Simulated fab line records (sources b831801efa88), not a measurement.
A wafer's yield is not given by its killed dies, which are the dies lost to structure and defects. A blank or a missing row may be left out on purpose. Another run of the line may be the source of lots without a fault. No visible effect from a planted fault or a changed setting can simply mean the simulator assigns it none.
fab line records    flow gf180mcu
record lots=5  wafers=15  lastDay=33
route steps=602 shown M3@426 V3@429
lots with no fault: from the same line, run without faults
startH: the number of hours between the record's first day and the start of the first shown wafer of the lot    waitH: hours elapsed since this lot's preceding step    " identical to the entry in the row above    L1.1+2: one row covering several wafers at once    - no value, or no start was given    * or withheld: withheld    < > ~ a bound
route shown NAME@n: a module of which the file shows steps, and the number in the route of the first    usual: mean and standard deviation over wafers with no fault    same: alike in all rows    chamber/n: place in a boat    sites: readings site by site    _std_site: the standard deviation of these    _edge_site: mean of outer sites minus mean of inner sites    radiusMm: how far each site lies from the wafer's centre    mask NAME#n: copy n    behind: the most recent tool/chamber to have shaped the wafer    hold: what put the lot on hold/how long, in hours/how the hold closed    device: transistor that didn't switch, given as n, p or np    end of line: at the end of the route, the tests of the same wafers    a step with no rows: only its recipe    killed: dies lost to structure and defects at the first sort, not the wafer's yield    map: dies across one wafer; x = killed, . = not, _ = none there
set.NAME: the run value of the setting; set.NAME@STEP: its run value at that earlier step    model.NAME: the simulator's own value behind a step, which no gauge read
lots seen at some steps along the route; tables by step, rows by wafer
services: a tool's chamber out of use, with start hour (startH, from the record's first day; less than 0 if before it), hours out, and reason
## steps
# step GF_M3_STRIP_17
# recipe chemistry=O2/N2  powerW=1400  pressureMtorr=1500  platenTempC=250  o2FlowSccm=3000  n2FlowSccm=300  overashFraction=0.5
# usual drypumpMotorCurrentA=5.8/0.37  heaterPowerW=354/28  oesProductAu=0.536/0.0046  stripTimeToEndpointS=7.36/0.033
# same overashFraction=0.5
lot.wafer  tool            chamber  startH  waitH  drypumpMotorCurrentA  heaterPowerW  oesProductAu  rfHoursCounterH  stripTimeToEndpointS
L225.1     plasmaAsher-04  1        498.70  0.1    5.3                   365           0.534         7                7.35
L225.2     "               0        "       "      6.0                   392           0.532         7                7.38
L225.4     "               0        "       "      6.0                   389           0.535         -                7.42
L231.2     plasmaAsher-01  0        548.35  0.1    6.0                   309           0.534         95               7.38
L231.3     "               1        "       "      5.7                   366           0.540         -                7.32
L231.5     "               1        "       "      5.7                   365           0.540         -                7.36
L236.4     plasmaAsher-02  1        597.18  0.1    5.7                   351           0.533         -                7.35
L236.5     "               1        "       "      5.7                   338           0.533         -                7.37
L236.6     "               0        "       "      6.4                   328           0.532         -                7.35
L241.1     plasmaAsher-02  1        624.29  0.1    5.7                   358           0.535         51               7.35
L241.3     "               0        "       "      6.4                   314           0.535         -                7.36
L241.5     "               0        "       "      6.4                   325           0.544         -                7.42
L242.2     plasmaAsher-02  0        633.74  0.1    6.4                   319           0.543         52               7.38
L242.3     "               1        "       "      5.7                   352           0.532         -                7.37
L242.4     "               0        "       "      6.4                   320           0.529         -                7.35
# step GF_M3_STRIP_18
# recipe chemistry=postEtchResidueRemover  timeS=1200  tempC=72.5
# step GF_M3_CLEAN_19
# recipe chemistry=DIW  dry=n2Spin
# step GF_V3_CVD_00
# recipe material=SiO2  targetThkNm=600  sigmaOpenFrac=0.3  tempC=400  timeS=100  sih4FlowSccm=60  pressureMtorr=6
# step GF_V3_THK_MEAS_01
# recipe reads=SiO2_of_V3_CVD_00
# usual V3_CVD_00_THK=601/5.3
lot.wafer  tool          chamber  startH  waitH  V3_CVD_00_THK[nm]
L225.1     filmMetro-03  -        499.37  0.0    597
L225.2     "             -        "       "      608
L225.4     "             -        "       "      602
L231.2     filmMetro-01  -        548.96  0.0    605
L231.3     "             -        "       "      602
L231.5     "             -        "       "      605
L236.4     filmMetro-03  -        597.81  0.0    610
L236.5     "             -        "       "      603
L236.6     "             -        "       "      602
L241.1     filmMetro-03  -        624.91  0.0    602
L241.3     "             -        "       "      599
L241.5     "             -        "       "      596
L242.2     filmMetro-03  -        634.40  0.1    602
L242.3     "             -        "       "      599
L242.4     "             -        "       "      606
# step GF_V3_CVD_02
# recipe material=SiO2  targetThkNm=850  precursor=TEOS  tempC=400  timeS=94.851  rfW=600
# usual heaterPowerW=673/85
lot.wafer  tool      chamber  startH  waitH  heaterPowerW
L225.1     pecvd-01  0        499.43  0.1    745
L225.2     "         1        "       "      675
L225.4     "         2        "       "      777
L231.2     pecvd-02  2        549.01  0.0    651
L231.3     "         1        "       "      579
L231.5     "         1        "       "      611
L236.4     pecvd-01  1        597.88  0.1    537
L236.5     "         2        "       "      749
L236.6     "         0        "       "      703
L241.1     pecvd-04  0        624.97  0.1    606
L241.3     "         1        "       "      741
L241.5     "         2        "       "      848
L242.2     pecvd-01  0        634.45  0.0    725
L242.3     "         2        "       "      748
L242.4     "         0        "       "      770
# step GF_V3_THK_MEAS_03
# recipe reads=SiO2_of_V3_CVD_02
# usual V3_CVD_02_THK=849/9.6
lot.wafer  tool          chamber  startH  waitH  V3_CVD_02_THK[nm]
L225.1     filmMetro-02  -        499.50  0.0    839
L225.2     "             -        "       "      843
L225.4     "             -        "       "      859
L231.2     filmMetro-02  -        549.09  0.0    845
L231.3     "             -        "       "      848
L231.5     "             -        "       "      862
L236.4     filmMetro-01  -        597.94  0.0    843
L236.5     "             -        "       "      849
L236.6     "             -        "       "      852
L241.1     filmMetro-02  -        625.04  0.0    836
L241.3     "             -        "       "      840
L241.5     "             -        "       "      854
L242.2     filmMetro-01  -        634.52  0.0    839
L242.3     "             -        "       "      849
L242.4     "             -        "       "      852
# step GF_V3_CMP_04
# recipe material=SiO2  downForcePsi=4  platenRpm=60  padVelocityMS=0.94248
# usual motorCurrentA=12.1/0.9  slurryFlowMlMin=149.9/0.47  timeToEndpointS=77/4.6
lot.wafer  tool    chamber  startH  waitH  motorCurrentA  slurryFlowMlMin  timeToEndpointS
L225.2     cmp-01  1        499.56  0.0    11.7           150.1            74
L225.4     "       2        "       "      13.6           150.4            80
L225.1     "       0        "       "      12.3           150.0            73
L231.2     cmp-02  1        549.14  0.0    12.2           150.1            77
L231.3     "       2        "       "      9.2            149.1            78
L231.5     "       2        "       "      10.8           149.3            79
L236.4     cmp-01  0        598.07  0.1    12.5           149.1            71
L236.6     "       2        "       "      12.5           150.9            75
L236.5     "       3        "       "      12.8           149.7            76
L241.1     cmp-01  0        625.10  0.1    11.8           150.0            70
L241.3     "       2        "       "      12.7           149.4            71
L241.5     "       1        "       "      11.5           149.6            78
L242.3     cmp-01  0        634.57  0.0    11.6           150.8            75
L242.2     "       1        "       "      11.6           150.7            67
L242.4     "       2        "       "      13.4           150.3            75
# step GF_V3_BOW_MEAS_05
# recipe mode=bow
# usual V3_BOW=117/9.2
lot.wafer  tool          chamber  startH  waitH  V3_BOW[um]
L225.1     filmMetro-02  -        499.86  0.1    125
L225.2     "             -        "       "      134
L225.4     "             -        "       "      119
L231.2     filmMetro-03  -        549.46  0.3    103
L231.3     "             -        "       "      115
L231.5     "             -        "       "      113
L236.4     filmMetro-02  -        598.33  0.2    111
L236.5     "             -        "       "      117
L236.6     "             -        "       "      118
L241.1     filmMetro-03  -        625.40  0.2    103
L241.3     "             -        "       "      106
L241.5     "             -        "       "      96
L242.2     filmMetro-03  -        634.89  0.2    106
L242.3     "             -        "       "      111
L242.4     "             -        "       "      128
# step GF_V3_DEHYDRATE_06
# recipe tempC=200  timeS=60
# step GF_V3_HMDS_07
# recipe primeTimeS=60  primeTempC=120
# step GF_V3_COAT_08
# recipe resist=BARC  tempC=withheld  timeS=withheld  spinRpm=withheld  resistThkNm=withheld
# step GF_V3_COAT_09
# recipe resist=KrF  spinRpm=withheld  resistThkNm=1000
lot.wafer  tool           chamber  startH  waitH  model.KrF_of_V3_COAT_09.thkNm
L225.1+2   lithoTrack-03  0        511     -      1000
L225.4     "              0        "       "      997.2
L231.2     lithoTrack-04  0        560     -      994.8
L231.3     "              0        "       "      994
L231.5     "              0        "       "      996.8
L236.4     lithoTrack-03  0        608     -      950.3
L236.5     "              0        "       "      999.9
L236.6     "              0        "       "      1001
L241.1     lithoTrack-04  0        635     -      998.3
L241.3     "              0        "       "      996.7
L241.5     "              0        "       "      998.8
L242.2     lithoTrack-01  0        644     -      998.3
L242.3     "              0        "       "      998.8
L242.4     "              0        "       "      998.4
# step GF_V3_SOFTBAKE_10
# recipe tempC=130  timeS=60  resist=KrF
# step GF_V3_EXPOSE_11
# recipe maskId=Via3  targetCdNm=260  na=0.68  sourceShape=conventional  sigmaOuter=0.6  doseMj=38
# step GF_V3_PEB_12
# recipe pebTempC=135  pebTimeS=90  resist=KrF
# step GF_V3_DEVELOP_13
# recipe developTimeS=60  resist=KrF  devTempC=21
lot.wafer  tool           chamber  startH  waitH  model.KrF_of_V3_COAT_09.thkNm
L225.1     lithoTrack-01  0        523.66  0.2    985.2
L225.2     "              0        "       "      985.3
L225.4     "              0        "       "      982.3
L231.2     lithoTrack-03  0        571.38  0.2    979.9
L231.3     "              0        "       "      979.1
L231.5     "              0        "       "      981.9
L236.4     lithoTrack-04  0        618.23  0.1    935.3
L236.5     "              0        "       "      984.9
L236.6     "              0        "       "      986.4
L241.1     lithoTrack-01  0        645.16  0.2    983.4
L241.3     "              0        "       "      981.8
L241.5     "              0        "       "      983.8
L242.2     lithoTrack-03  0        654.68  0.2    983.3
L242.3     "              0        "       "      983.9
L242.4     "              0        "       "      983.5
# step GF_V3_CD_MEAS_14
# recipe targetCdNm=260
# usual cdNm=259.8/1.3
lot.wafer  tool      chamber  startH  waitH  cdNm
L225.1     cdSem-02  -        523.81  0.1    259.9
L225.2     "         -        "       "      260.6
L225.4     "         -        "       "      259.5
L231.2     cdSem-02  -        571.53  0.1    261.6
L231.3     "         -        "       "      261.7
L231.5     "         -        "       "      261.5
L236.4     cdSem-01  -        618.37  0.1    262.9
L236.5     "         -        "       "      260.9
L236.6     "         -        "       "      260.4
L241.1     cdSem-02  -        645.33  0.1    260.0
L241.3     "         -        "       "      260.7
L241.5     "         -        "       "      260.1
L242.2     cdSem-02  -        654.83  0.1    259.2
L242.3     "         -        "       "      259.9
L242.4     "         -        "       "      258.5
# step GF_V3_OVL_MEAS_15
# usual V3_OVL=4/5.4
lot.wafer  tool        chamber  startH  waitH  V3_OVL[nm]
L225.1     overlay-01  -        523.93  0.1    -3
L225.2     "           -        "       "      3
L225.4     "           -        "       "      3
L231.2     overlay-01  -        571.64  0.1    5
L231.3     "           -        "       "      2
L231.5     "           -        "       "      4
L236.4     overlay-02  -        618.44  0.1    12
L236.5     "           -        "       "      4
L236.6     "           -        "       "      15
L241.1     overlay-01  -        645.45  0.1    1
L241.3     "           -        "       "      -5
L241.5     "           -        "       "      -1
L242.2     overlay-02  -        654.93  0.1    10
L242.3     "           -        "       "      0
L242.4     "           -        "       "      3
# step GF_V3_ETCH_16
# recipe chemistry=N2/H2  targetDepthA=withheld  overetchA=withheld  timeS=withheld  target=BARC  ionEnergyEv=200  sourceW=500  biasW=100  pressureMtorr=30  n2FlowSccm=100  h2FlowSccm=200
# usual drypumpMotorCurrentA=5.7/0.34  oesProductAu=0.854/0.0047  throttleValvePct=13.224/0.0094
lot.wafer  tool        chamber  startH  waitH  drypumpMotorCurrentA  oesProductAu  throttleValvePct
L225.1     rieDiel-04  2        523.97  0.0    5.2                   0.865         13.218
L225.2     "           3        "       "      5.8                   0.856         13.226
L225.4     "           0        "       "      5.8                   0.852         13.202
L231.2     rieDiel-02  3        571.67  0.0    5.6                   0.850         13.223
L231.3     "           0        "       "      5.5                   0.862         13.229
L231.5     "           2        "       "      5.4                   0.851         13.247
L236.4     rieDiel-02  2        618.46  0.0    5.4                   0.857         13.221
L236.5     "           3        "       "      5.6                   0.859         13.228
L236.6     "           2        "       "      5.4                   0.841         13.224
L241.1     rieDiel-04  1        645.48  0.0    5.7                   0.863         13.226
L241.3     "           2        "       "      5.2                   0.865         13.237
L241.5     "           1        "       "      5.7                   0.844         13.236
L242.2     rieDiel-04  3        654.96  0.0    5.7                   0.853         13.209
L242.3     "           1        "       "      5.7                   0.857         13.211
L242.4     "           0        "       "      5.8                   0.862         13.227
# step GF_V3_ETCH_17
# recipe chemistry=C4F8/O2/Ar  maskMaterial=KrF  target=SiO2  stopOn=TiN  sourceW=1500  biasW=1200  pressureMtorr=40  c4f8FlowSccm=withheld  O2_flow_sccm=6  Ar_flow_sccm=300  timeS=withheld  targetDepthA=6350
# usual oesProductAu=0.856/0.0049
lot.wafer  tool        chamber  startH  waitH  oesProductAu
L225.1     rieDiel-04  2        -       -      0.855
L225.2     "           3        "       "      0.859
L225.4     "           0        "       "      0.862
L231.2     rieDiel-02  3        -       -      0.856
L231.3     "           0        "       "      0.858
L231.5     "           2        "       "      0.855
L236.4     rieDiel-02  2        -       -      0.852
L236.5     "           3        "       "      0.854
L236.6     "           2        "       "      0.860
L241.1     rieDiel-04  1        -       -      0.863
L241.3     "           2        "       "      0.859
L241.5     "           1        "       "      0.854
L242.2     rieDiel-04  3        -       -      0.854
L242.3     "           1        "       "      0.863
L242.4     "           0        "       "      0.857
# step GF_V3_STRIP_18
# recipe chemistry=O2/N2  powerW=1400  pressureMtorr=1500  platenTempC=250  o2FlowSccm=3000  n2FlowSccm=300  overashFraction=0.5
# usual drypumpMotorCurrentA=5.7/0.36  heaterPowerW=354/26  oesProductAu=0.592/0.0045
# same overashFraction=0.5
lot.wafer  tool            chamber  startH  waitH  drypumpMotorCurrentA  heaterPowerW  oesProductAu  rfHoursCounterH
L225.1     plasmaAsher-02  1        524.09  -      5.7                   348           0.581         41
L225.2     "               0        "       "      6.4                   324           0.589         41
L225.4     "               0        "       "      6.4                   320           0.594         -
L231.2     plasmaAsher-04  0        571.79  -      5.9                   396           0.591         15
L231.3     "               1        "       "      5.3                   369           0.588         -
L231.5     "               1        "       "      5.3                   353           0.595         -
L236.4     plasmaAsher-03  0        618.62  -      5.7                   332           0.571         -
L236.5     "               0        "       "      5.7                   334           0.592         -
L236.6     "               1        "       "      5.4                   354           0.593         -
L241.1     plasmaAsher-03  0        645.61  -      5.7                   337           0.595         82
L241.3     "               0        "       "      5.7                   331           0.590         -
L241.5     "               0        "       "      5.7                   329           0.594         -
L242.2     plasmaAsher-04  0        655.09  -      5.9                   391           0.584         24
L242.3     "               1        "       "      5.2                   365           0.593         -
L242.4     "               0        "       "      6.0                   390           0.585         -
# step GF_V3_STRIP_19
# recipe chemistry=postEtchResidueRemover  timeS=1200  tempC=72.5
## services
tool            chamber  startH  hours  kind
pecvd-01        -        496.13  0.8    pm
pecvd-02        -        510.44  2.8    pm
cmp-01          -        516.02  5.0    repair
pecvd-04        0        520.70  12.5   repair
plasmaAsher-02  -        521.08  2.7    repair
cmp-01          -        529.64  1.5    repair
rieDiel-02      0        533.32  11.6   repair
rieDiel-02      3        534.65  7.4    repair
cmp-02          -        535.81  1.7    repair
rieDiel-02      2        537.57  2.0    repair
rieDiel-04      2        564.30  6.7    repair
plasmaAsher-04  -        564.69  3.8    repair
cmp-02          -        578.38  4.0    pm
pecvd-04        0        579.45  5.1    repair
rieDiel-02      3        581.49  2.7    repair
cmp-02          -        584.25  4.8    repair
pecvd-04        -        591.12  14.0   pm
pecvd-02        -        592.88  5.5    pm
cmp-02          -        602.78  2.7    repair
pecvd-02        -        606.58  3.0    repair
rieDiel-04      3        608.42  -      clean
cmp-02          -        628.60  13.1   repair
pecvd-01        -        647.12  2.8    pm
pecvd-02        -        652.63  0.5    repair
## key
firstSign step=GF_V3_STRIP_18  reading=oesProductAu  direction=down  sigmas=4.6  usual=0.592  struck=0.571
effect none on later readings
modelEffect step=GF_V3_COAT_09  value=KrF_of_V3_COAT_09.thkNm  without=1001  struck=950.3
modelEffect step=GF_V3_DEVELOP_13  value=KrF_of_V3_COAT_09.thkNm  without=986  struck=935.3
metAt GF_V3_COAT_09
struckWafers L236.4
onsetBetween 511 608
fault kind=processParameterDrift  tool=lithoTrack-03  chamber=-  onsetH=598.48  steps=GF_V3_COAT_09  channel=resistThkNm  offset=*  shape=step  endH=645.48  scope=struckWafersOnly  actsIn=*  stated=*
